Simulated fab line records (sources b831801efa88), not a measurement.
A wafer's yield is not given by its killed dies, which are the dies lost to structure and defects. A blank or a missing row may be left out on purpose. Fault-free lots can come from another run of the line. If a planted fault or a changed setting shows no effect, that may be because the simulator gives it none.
fab line records    flow gf180mcu    part 1 of 2: steps 1 to 24 of 34
record: lots: 5  wafers: 15  last_day: 33
route steps=602 shown HV_LDD@204 NSD@235
lots with no fault: from the same line, run without faults
start_h: hours from the record's first day to the start of the lot's first wafer shown    wait_h: hours from the lot's prior step to this one    " repeats the value in the row above    L1.1+2: one row covering several wafers at once    - no value, or no start was given    * or withheld: withheld    < > ~ a bound
route shown NAME@n: NAME is a module with steps in the file, n the number in the route of the first one    usual: the fault-free wafers' mean and standard deviation    same: alike in all rows    chamber/n: place in a boat    sites: readings site by site    _std_site: how widely they spread, as a standard deviation    _edge_site: inner sites' mean taken away from outer sites' mean    radius_mm: for every site, how far away it sits from the centre of the wafer    mask NAME#n: copy n    behind: the last tool/chamber to shape the wafer    hold: cause of the lot's hold/its duration in hours/its outcome    device: the n, p or np transistor that did not switch    end of line: tests of these same wafers at the route's end    a step without rows: its recipe alone    killed: dies that structure and defects cost at the first sort, which is not the same as the wafer's yield    map: a wafer's dies, x killed, . not, _ none there
set.NAME: the setting as run; set.NAME@STEP: as run at that earlier step    model.NAME: the simulator's own value behind a step, which no gauge read
lots seen at some steps along the route; tables by step, rows by wafer
services: a tool's chamber out of use, with start hour (start_h, from the record's first day; less than 0 if before it), hours out, and reason
== steps ==
step: GF_HV_LDD_EXPOSE_28
recipe: mask_id: Nplus_HV_AREA  target_cd_nm: 400  na: 0.6  source_shape: conventional  sigma_outer: 0.6  dose_mj: 140
usual: focus_offset_nm: 0.0/0.51  stage_vel_mm_s: 499.98/0.25
lot.wafer  tool              chamber  start_h  wait_h  mask             focus_offset_nm  stage_vel_mm_s
L075.1     iline_stepper-02  0        -        -       Nplus_HV_AREA#0  0.1              500.06
L075.4     "                 0        "        "       Nplus_HV_AREA#0  -1.1             500.13
L075.6     "                 0        "        "       Nplus_HV_AREA#0  0.1              499.90
L079.3     iline_stepper-01  0        -        -       Nplus_HV_AREA#0  0.8              499.41
L079.5     "                 0        "        "       Nplus_HV_AREA#0  0.8              499.97
L079.6     "                 0        "        "       Nplus_HV_AREA#0  0.5              499.73
L080.3     iline_stepper-02  0        -        -       Nplus_HV_AREA#0  -0.3             500.28
L080.4     "                 0        "        "       Nplus_HV_AREA#0  0.1              500.01
L080.5     "                 0        "        "       Nplus_HV_AREA#0  0.4              499.91
L088.2     iline_stepper-02  0        -        -       Nplus_HV_AREA#0  0.9              500.24
L088.4     "                 0        "        "       Nplus_HV_AREA#0  0.2              500.01
L088.6     "                 0        "        "       Nplus_HV_AREA#0  -0.6             499.71
L094.2     iline_stepper-01  0        -        -       Nplus_HV_AREA#0  -0.2             500.35
L094.4     "                 0        "        "       Nplus_HV_AREA#0  0.4              499.95
L094.5     "                 0        "        "       Nplus_HV_AREA#0  -0.1             500.53
step: GF_HV_LDD_PEB_29
recipe: temp_c: withheld  time_s: *  resist: NOVOLAK
usual: resist_line_temp_C: *
lot.wafer  tool            chamber  start_h  wait_h  resist_line_temp_C
L075.1     litho_track-02  0        -        -       *
L075.4     "               0        "        "       *
L075.6     "               0        "        "       *
L079.3     litho_track-04  0        -        -       *
L079.5     "               0        "        "       *
L079.6     "               0        "        "       *
L080.3     litho_track-03  0        -        -       *
L080.4     "               0        "        "       *
L080.5     "               0        "        "       *
L088.2     litho_track-02  0        -        -       *
L088.4     "               0        "        "       *
L088.6     "               0        "        "       *
L094.2     litho_track-02  0        -        -       *
L094.4     "               0        "        "       *
L094.5     "               0        "        "       *
step: GF_HV_LDD_DEVELOP_30
recipe: develop_time_s: 60  dev_temp_c: 23
usual: resist_line_temp_C: 23.00/0.1
lot.wafer  tool            chamber  start_h  wait_h  resist_line_temp_C
L075.1     litho_track-02  0        255.60   0.1     23.15
L075.4     "               0        "        "       23.16
L075.6     "               0        "        "       23.19
L079.3     litho_track-04  0        289.78   0.1     23.04
L079.5     "               0        "        "       22.96
L079.6     "               0        "        "       22.98
L080.3     litho_track-03  0        297.82   0.1     22.97
L080.4     "               0        "        "       22.97
L080.5     "               0        "        "       23.04
L088.2     litho_track-02  0        362.82   0.1     22.88
L088.4     "               0        "        "       22.69
L088.6     "               0        "        "       23.03
L094.2     litho_track-02  0        412.17   0.1     22.91
L094.4     "               0        "        "       22.96
L094.5     "               0        "        "       22.90
step: GF_HV_LDD_CD_MEAS_31
recipe: target_cd_nm: 400
usual: cd_nm: 400.6/2.6
lot.wafer  tool       chamber  start_h  wait_h  cd_nm
L075.1     cd_sem-02  -        255.75   0.1     403.3
L075.4     "          -        "        "       404.4
L075.6     "          -        "        "       404.7
L079.3     cd_sem-02  -        290.08   0.3     399.4
L079.5     "          -        "        "       400.7
L079.6     "          -        "        "       400.2
L080.3     cd_sem-02  -        297.96   0.1     400.4
L080.4     "          -        "        "       402.1
L080.5     "          -        "        "       399.6
L088.2     cd_sem-02  -        362.97   0.1     402.0
L088.4     "          -        "        "       402.5
L088.6     "          -        "        "       402.5
L094.2     cd_sem-02  -        412.32   0.1     398.1
L094.4     "          -        "        "       400.1
L094.5     "          -        "        "       397.9
step: GF_HV_LDD_OVL_MEAS_32
usual: HV_LDD_02_OVL: -0.2/1.2
lot.wafer  tool        chamber  start_h  wait_h  HV_LDD_02_OVL[nm]
L075.1     overlay-02  -        255.87   0.1     1.0
L075.4     "           -        "        "       0.5
L075.6     "           -        "        "       1.3
L079.3     overlay-02  -        290.20   0.1     1.0
L079.5     "           -        "        "       0.1
L079.6     "           -        "        "       0.1
L080.3     overlay-01  -        298.05   0.1     -0.2
L080.4     "           -        "        "       -1.8
L080.5     "           -        "        "       1.6
L088.2     overlay-01  -        363.07   0.1     0.2
L088.4     "           -        "        "       0.5
L088.6     "           -        "        "       1.9
L094.2     overlay-01  -        412.42   0.1     -0.9
L094.4     "           -        "        "       0.3
L094.5     "           -        "        "       -1.6
step: GF_HV_LDD_IMPLANT_33
recipe: species: P  energy_kev: 60  dose_cm2: 7.5e+12  tilt_deg: 30  rotation_deg: 0
usual: dose_ions_cm2: 7.499e+12/8.1e+09
lot.wafer  tool          chamber  start_h  wait_h  dose_ions_cm2
L075.1     implanter-02  0        255.91   0.0     7.51e+12
L075.4     "             0        "        "       7.509e+12
L075.6     "             0        "        "       7.504e+12
L079.3     implanter-03  0        290.27   0.1     7.497e+12
L079.5     "             0        "        "       7.499e+12
L079.6     "             0        "        "       7.495e+12
L080.3     implanter-03  0        298.12   0.1     7.506e+12
L080.4     "             0        "        "       7.504e+12
L080.5     "             0        "        "       7.524e+12
L088.2     implanter-02  0        363.13   0.0     7.509e+12
L088.4     "             0        "        "       7.505e+12
L088.6     "             0        "        "       7.502e+12
L094.2     implanter-02  0        412.48   0.0     7.501e+12
L094.4     "             0        "        "       7.497e+12
L094.5     "             0        "        "       7.498e+12
step: GF_HV_LDD_IMPLANT_34
recipe: species: P  energy_kev: 60  dose_cm2: 7.5e+12  tilt_deg: 30  rotation_deg: 90
usual: dose_ions_cm2: 7.5e+12/7.4e+09
lot.wafer  tool          chamber  start_h  wait_h  dose_ions_cm2
L075.1     implanter-02  0        256.06   0.1     7.486e+12
L075.4     "             0        "        "       7.489e+12
L075.6     "             0        "        "       7.475e+12
L079.3     implanter-03  0        290.42   0.1     7.499e+12
L079.5     "             0        "        "       7.505e+12
L079.6     "             0        "        "       7.477e+12
L080.3     implanter-03  0        298.27   0.1     7.507e+12
L080.4     "             0        "        "       7.499e+12
L080.5     "             0        "        "       7.511e+12
L088.2     implanter-02  0        363.28   0.1     7.501e+12
L088.4     "             0        "        "       7.508e+12
L088.6     "             0        "        "       7.479e+12
L094.2     implanter-02  0        412.63   0.1     7.495e+12
L094.4     "             0        "        "       7.504e+12
L094.5     "             0        "        "       7.514e+12
step: GF_HV_LDD_IMPLANT_35
recipe: species: P  energy_kev: 60  dose_cm2: 7.5e+12  tilt_deg: 30  rotation_deg: 180
usual: dose_ions_cm2: 7.5e+12/7.1e+09
lot.wafer  tool          chamber  start_h  wait_h  dose_ions_cm2
L075.1     implanter-02  0        256.21   0.1     7.497e+12
L075.4     "             0        "        "       7.503e+12
L075.6     "             0        "        "       7.507e+12
L079.3     implanter-03  0        290.57   0.1     7.496e+12
L079.5     "             0        "        "       7.507e+12
L079.6     "             0        "        "       7.492e+12
L080.3     implanter-03  0        298.42   0.1     7.482e+12
L080.4     "             0        "        "       7.488e+12
L080.5     "             0        "        "       7.492e+12
L088.2     implanter-02  0        363.43   0.1     7.503e+12
L088.4     "             0        "        "       7.494e+12
L088.6     "             0        "        "       7.496e+12
L094.2     implanter-02  0        412.78   0.1     7.501e+12
L094.4     "             0        "        "       7.511e+12
L094.5     "             0        "        "       7.508e+12
step: GF_HV_LDD_IMPLANT_36
recipe: species: P  energy_kev: 60  dose_cm2: 7.5e+12  tilt_deg: 30  rotation_deg: 270
usual: dose_ions_cm2: 7.499e+12/7.5e+09
lot.wafer  tool          chamber  start_h  wait_h  dose_ions_cm2
L075.1     implanter-02  0        256.36   0.1     7.483e+12
L075.4     "             0        "        "       7.503e+12
L075.6     "             0        "        "       7.489e+12
L079.3     implanter-03  0        290.72   0.1     7.5e+12
L079.5     "             0        "        "       7.489e+12
L079.6     "             0        "        "       7.496e+12
L080.3     implanter-03  0        298.57   0.1     7.49e+12
L080.4     "             0        "        "       7.512e+12
L080.5     "             0        "        "       7.502e+12
L088.2     implanter-02  0        363.58   0.1     7.504e+12
L088.4     "             0        "        "       7.502e+12
L088.6     "             0        "        "       7.508e+12
L094.2     implanter-02  0        412.93   0.1     7.503e+12
L094.4     "             0        "        "       7.493e+12
L094.5     "             0        "        "       7.499e+12
step: GF_HV_LDD_STRIP_37
recipe: chemistry: O2/N2  power_w: 1400  pressure_mtorr: 1500  platen_temp_c: 250  o2_flow_sccm: 3000  n2_flow_sccm: 300  overash_fraction: 0.5
usual: drypump_motor_current_A: 5.8/0.32  heater_power_w: 337/46  oes_product_au: 0.716/0.005  strip_time_to_endpoint_s: 12.61/0.037
lot.wafer  tool             chamber  start_h  wait_h  drypump_motor_current_A  heater_power_w  oes_product_au  rf_hours_counter_h  strip_time_to_endpoint_s
L075.1     plasma_asher-04  0        256.51   0.1     5.8                      420             0.714           60                  12.63
L075.4     "                0        "        "       5.8                      425             0.717           -                   12.61
L075.6     "                0        "        "       5.8                      426             0.713           -                   12.67
L079.3     plasma_asher-02  1        290.85   0.1     5.3                      359             0.717           -                   12.63
L079.5     "                0        "        "       6.1                      335             0.710           -                   12.64
L079.6     "                1        "        "       5.3                      363             0.724           -                   12.58
L080.3     plasma_asher-02  1        298.71   0.1     5.3                      355             0.716           -                   12.63
L080.4     "                0        "        "       6.1                      323             0.716           -                   12.60
L080.5     "                1        "        "       5.3                      365             0.715           -                   12.59
L088.2     plasma_asher-01  0        363.70   0.1     6.1                      340             0.710           75                  12.57
L088.4     "                1        "        "       6.1                      279             0.714           -                   12.57
L088.6     "                0        "        "       6.1                      332             0.709           -                   12.57
L094.2     plasma_asher-04  0        413.05   0.1     5.8                      412             0.721           76                  12.69
L094.4     "                0        "        "       5.8                      425             0.715           -                   12.69
L094.5     "                1        "        "       5.9                      284             0.720           -                   12.66
step: GF_HV_LDD_TW_MEAS_38
usual: HV_LDD_3_TW: 1432/6.8
lot.wafer  tool           chamber  start_h  wait_h  HV_LDD_3_TW
L075.1     film_metro-01  -        256.61   0.1     1429
L075.4     "              -        "        "       1432
L075.6     "              -        "        "       1438
L079.3     film_metro-02  -        290.94   0.1     1426
L079.5     "              -        "        "       1423
L079.6     "              -        "        "       1430
L080.3     film_metro-02  -        298.79   0.1     1435
L080.4     "              -        "        "       1426
L080.5     "              -        "        "       1433
L088.2     film_metro-04  -        363.81   0.1     1443
L088.4     "              -        "        "       1436
L088.6     "              -        "        "       1435
L094.2     film_metro-01  -        413.16   0.1     1429
L094.4     "              -        "        "       1439
L094.5     "              -        "        "       1440
step: GF_HV_LDD_DEHYDRATE_39
recipe: temp_c: 200  time_s: 60
usual: resist_line_temp_C: 23.03/0.1
lot.wafer  tool            chamber  start_h  wait_h  resist_line_temp_C
L075.1     litho_track-04  0        265.23   8.6     23.07
L075.4     "               0        "        "       23.05
L075.6     "               0        "        "       23.03
L079.3     litho_track-02  0        300.00   9.0     23.01
L079.5     "               0        "        "       23.09
L079.6     "               0        "        "       22.99
L080.3     litho_track-04  0        308.28   9.5     23.10
L080.4     "               0        "        "       22.93
L080.5     "               0        "        "       23.01
L088.2     litho_track-04  0        374.55   10.7    23.09
L088.4     "               0        "        "       23.00
L088.6     "               0        "        "       23.18
L094.2     litho_track-04  0        424.10   10.9    22.80
L094.4     "               0        "        "       23.12
L094.5     "               0        "        "       22.97
step: GF_HV_LDD_HMDS_40
recipe: prime_time_s: 60  prime_temp_c: 120
usual: resist_line_temp_C: 23.00/0.094
lot.wafer  tool            chamber  start_h  wait_h  resist_line_temp_C
L075.1     litho_track-04  0        265.38   0.1     22.80
L075.4     "               0        "        "       23.12
L075.6     "               0        "        "       22.96
L079.3     litho_track-02  0        300.15   0.1     22.91
L079.5     "               0        "        "       23.02
L079.6     "               0        "        "       23.11
L080.3     litho_track-04  0        308.43   0.1     23.03
L080.4     "               0        "        "       23.05
L080.5     "               0        "        "       22.94
L088.2     litho_track-04  0        374.70   0.1     22.90
L088.4     "               0        "        "       22.98
L088.6     "               0        "        "       22.93
L094.2     litho_track-04  0        424.25   0.1     22.91
L094.4     "               0        "        "       23.12
L094.5     "               0        "        "       23.13
step: GF_HV_LDD_COAT_41
recipe: resist: NOVOLAK  spin_rpm: 3000  resist_thk_nm: 1000
usual: resist_line_temp_C: 23.00/0.1
lot.wafer  tool            chamber  start_h  wait_h  resist_line_temp_C
L075.1     litho_track-04  0        265.53   0.1     23.13
L075.4     "               0        "        "       22.98
L075.6     "               0        "        "       22.97
L079.3     litho_track-02  0        300.30   0.1     22.93
L079.5     "               0        "        "       23.08
L079.6     "               0        "        "       22.93
L080.3     litho_track-04  0        308.58   0.1     23.01
L080.4     "               0        "        "       22.98
L080.5     "               0        "        "       23.01
L088.2     litho_track-04  0        374.85   0.1     23.07
L088.4     "               0        "        "       23.24
L088.6     "               0        "        "       23.12
L094.2     litho_track-04  0        424.40   0.1     22.92
L094.4     "               0        "        "       23.08
L094.5     "               0        "        "       22.78
step: GF_HV_LDD_SOFTBAKE_42
recipe: temp_c: 90  time_s: 60  resist: NOVOLAK
usual: resist_line_temp_C: 23.01/0.1
lot.wafer  tool            chamber  start_h  wait_h  resist_line_temp_C
L075.1     litho_track-04  0        265.68   0.1     23.07
L075.4     "               0        "        "       23.18
L075.6     "               0        "        "       23.06
L079.3     litho_track-02  0        300.45   0.1     22.82
L079.5     "               0        "        "       22.97
L079.6     "               0        "        "       23.05
L080.3     litho_track-04  0        308.73   0.1     22.78
L080.4     "               0        "        "       23.03
L080.5     "               0        "        "       23.04
L088.2     litho_track-04  0        375.00   0.1     22.96
L088.4     "               0        "        "       23.12
L088.6     "               0        "        "       22.99
L094.2     litho_track-04  0        424.55   0.1     22.98
L094.4     "               0        "        "       22.94
L094.5     "               0        "        "       23.01
step: GF_HV_LDD_EXPOSE_43
recipe: mask_id: Pplus_HV_AREA  target_cd_nm: 400  na: 0.6  source_shape: conventional  sigma_outer: 0.6  dose_mj: 140
usual: focus_offset_nm: 0.0/0.58  stage_vel_mm_s: 499.98/0.22
lot.wafer  tool              chamber  start_h  wait_h  mask             focus_offset_nm  stage_vel_mm_s
L075.1     iline_stepper-02  0        -        -       Pplus_HV_AREA#0  0.5              499.74
L075.4     "                 0        "        "       Pplus_HV_AREA#0  -0.3             499.86
L075.6     "                 0        "        "       Pplus_HV_AREA#0  0.1              500.11
L079.3     iline_stepper-02  0        -        -       Pplus_HV_AREA#0  -1.0             499.98
L079.5     "                 0        "        "       Pplus_HV_AREA#0  -0.5             500.07
L079.6     "                 0        "        "       Pplus_HV_AREA#0  -1.1             500.12
L080.3     iline_stepper-01  0        -        -       Pplus_HV_AREA#0  -0.3             500.21
L080.4     "                 0        "        "       Pplus_HV_AREA#0  0.8              500.09
L080.5     "                 0        "        "       Pplus_HV_AREA#0  1.0              500.27
L088.2     iline_stepper-01  0        -        -       Pplus_HV_AREA#0  0.6              499.92
L088.4     "                 0        "        "       Pplus_HV_AREA#0  0.7              499.95
L088.6     "                 0        "        "       Pplus_HV_AREA#0  0.6              499.83
L094.2     iline_stepper-01  0        -        -       Pplus_HV_AREA#0  -0.8             500.16
L094.4     "                 0        "        "       Pplus_HV_AREA#0  -0.7             499.64
L094.5     "                 0        "        "       Pplus_HV_AREA#0  0.2              499.82
step: GF_HV_LDD_PEB_44
recipe: temp_c: withheld  time_s: *  resist: NOVOLAK
usual: resist_line_temp_C: *
lot.wafer  tool            chamber  start_h  wait_h  resist_line_temp_C
L075.1     litho_track-04  0        -        -       *
L075.4     "               0        "        "       *
L075.6     "               0        "        "       *
L079.3     litho_track-02  0        -        -       *
L079.5     "               0        "        "       *
L079.6     "               0        "        "       *
L080.3     litho_track-03  0        -        -       *
L080.4     "               0        "        "       *
L080.5     "               0        "        "       *
L088.2     litho_track-02  0        -        -       *
L088.4     "               0        "        "       *
L088.6     "               0        "        "       *
L094.2     litho_track-04  0        -        -       *
L094.4     "               0        "        "       *
L094.5     "               0        "        "       *
step: GF_HV_LDD_DEVELOP_45
recipe: develop_time_s: 57.41  dev_temp_c: 23
usual: resist_line_temp_C: 23.01/0.12
lot.wafer  tool            chamber  start_h  wait_h  resist_line_temp_C
L075.1     litho_track-04  0        275.13   0.1     23.03
L075.4     "               0        "        "       23.02
L075.6     "               0        "        "       22.93
L079.3     litho_track-02  0        311.15   0.1     23.21
L079.5     "               0        "        "       22.95
L079.6     "               0        "        "       23.25
L080.3     litho_track-03  0        319.27   0.1     23.10
L080.4     "               0        "        "       22.98
L080.5     "               0        "        "       23.05
L088.2     litho_track-02  0        386.77   0.1     23.17
L088.4     "               0        "        "       23.12
L088.6     "               0        "        "       23.15
L094.2     litho_track-04  0        437.10   0.1     22.82
L094.4     "               0        "        "       22.65
L094.5     "               0        "        "       22.97
step: GF_HV_LDD_CD_MEAS_46
recipe: target_cd_nm: 400
usual: cd_nm: 395.9/2.6
lot.wafer  tool       chamber  start_h  wait_h  cd_nm
L075.1     cd_sem-02  -        275.28   0.1     394.0
L075.4     "          -        "        "       395.2
L075.6     "          -        "        "       393.8
L079.3     cd_sem-02  -        311.36   0.2     395.0
L079.5     "          -        "        "       391.5
L079.6     "          -        "        "       392.3
L080.3     cd_sem-02  -        319.44   0.1     401.9
L080.4     "          -        "        "       400.8
L080.5     "          -        "        "       400.1
L088.2     cd_sem-02  -        386.92   0.1     395.3
L088.4     "          -        "        "       397.6
L088.6     "          -        "        "       395.9
L094.2     cd_sem-01  -        437.24   0.1     400.3
L094.4     "          -        "        "       396.0
L094.5     "          -        "        "       397.8
step: GF_HV_LDD_OVL_MEAS_47
usual: HV_LDD_03_OVL: 0.3/1.4
lot.wafer  tool        chamber  start_h  wait_h  HV_LDD_03_OVL[nm]
L075.1     overlay-02  -        275.40   0.1     0.2
L075.4     "           -        "        "       1.9
L075.6     "           -        "        "       -0.5
L079.3     overlay-02  -        311.46   0.1     0.9
L079.5     "           -        "        "       -0.1
L079.6     "           -        "        "       -0.5
L080.3     overlay-02  -        319.53   0.1     0.3
L080.4     "           -        "        "       -0.4
L080.5     "           -        "        "       -1.0
L088.2     overlay-01  -        387.02   0.1     0.0
L088.4     "           -        "        "       -0.5
L088.6     "           -        "        "       0.5
L094.2     overlay-02  -        437.35   0.1     0.4
L094.4     "           -        "        "       1.0
L094.5     "           -        "        "       0.6
step: GF_HV_LDD_IMPLANT_48
recipe: species: B  energy_kev: 25  dose_cm2: 3e+13  tilt_deg: 7
usual: dose_ions_cm2: 3e+13/3.2e+10
lot.wafer  tool          chamber  start_h  wait_h  dose_ions_cm2
L075.1     implanter-03  0        275.43   0.0     3.001e+13
L075.4     "             0        "        "       3e+13
L075.6     "             0        "        "       2.999e+13
L079.3     implanter-04  0        311.53   0.1     3e+13
L079.5     "             0        "        "       3.001e+13
L079.6     "             0        "        "       2.997e+13
L080.3     implanter-03  0        319.60   0.1     3.001e+13
L080.4     "             0        "        "       3.001e+13
L080.5     "             0        "        "       2.995e+13
L088.2     implanter-03  0        387.08   0.0     3.007e+13
L088.4     "             0        "        "       2.996e+13
L088.6     "             0        "        "       3.001e+13
L094.2     implanter-04  0        437.40   0.0     2.996e+13
L094.4     "             0        "        "       2.997e+13
L094.5     "             0        "        "       3e+13
step: GF_HV_LDD_STRIP_49
recipe: chemistry: O2/N2  power_w: 1400  pressure_mtorr: 1500  platen_temp_c: 250  o2_flow_sccm: 3000  n2_flow_sccm: 300  overash_fraction: 0.5
usual: drypump_motor_current_A: 5.87/0.29  heater_power_w: 336/50  oes_product_au: 0.716/0.0043  strip_time_to_endpoint_s: 12.63/0.037
lot.wafer  tool             chamber  start_h  wait_h  drypump_motor_current_A  heater_power_w  oes_product_au  rf_hours_counter_h  strip_time_to_endpoint_s
L075.1     plasma_asher-04  0        275.58   0.1     5.76                     414             0.716           62                  12.62
L075.4     "                0        "        "       5.76                     417             0.717           -                   12.66
L075.6     "                0        "        "       5.80                     424             0.715           -                   12.64
L079.3     plasma_asher-04  0        311.66   0.1     5.77                     430             0.712           -                   12.66
L079.5     "                1        "        "       5.92                     284             0.724           -                   12.66
L079.6     "                0        "        "       5.76                     416             0.717           -                   12.63
L080.3     plasma_asher-02  0        319.73   0.1     6.13                     325             0.720           -                   12.66
L080.4     "                1        "        "       5.32                     356             0.721           -                   12.63
L080.5     "                1        "        "       5.30                     366             0.711           -                   12.63
L088.2     plasma_asher-04  0        387.20   0.1     5.79                     416             0.718           73                  12.66
L088.4     "                1        "        "       5.91                     290             0.717           -                   12.72
L088.6     "                1        "        "       5.90                     281             0.712           -                   12.65
L094.2     plasma_asher-02  0        437.53   0.1     6.12                     329             0.718           32                  12.60
L094.4     "                0        "        "       6.10                     320             0.716           -                   12.63
L094.5     "                0        "        "       6.11                     329             0.720           -                   12.60
step: GF_HV_LDD_TW_MEAS_50
usual: HV_LDD_4_TW: 567/3.1
lot.wafer  tool           chamber  start_h  wait_h  HV_LDD_4_TW
L075.1     film_metro-04  -        275.68   0.1     570
L075.4     "              -        "        "       566
L075.6     "              -        "        "       566
L079.3     film_metro-04  -        311.75   0.1     563
L079.5     "              -        "        "       562
L079.6     "              -        "        "       563
L080.3     film_metro-01  -        319.82   0.1     567
L080.4     "              -        "        "       567
L080.5     "              -        "        "       572
L088.2     film_metro-04  -        387.31   0.1     563
L088.4     "              -        "        "       563
L088.6     "              -        "        "       564
L094.2     film_metro-01  -        437.64   0.1     568
L094.4     "              -        "        "       566
L094.5     "              -        "        "       560
step: GF_HV_LDD_CLEAN_51
recipe: chemistry: SC1/SC2  mix: 1:4:20  temp_c: 70  time_s: 150  dry: n2_spin
lot.wafer   tool          chamber  start_h  wait_h
L075.1+4+6  wet_bench-02  3        275.74   0.1
L079.3+5+6  wet_bench-03  0        311.79   0.0
L080.3+4+5  wet_bench-02  1        319.86   0.0
L088.2+4+6  wet_bench-02  1        387.36   0.0
L094.2+4+5  wet_bench-03  2        437.69   0.0
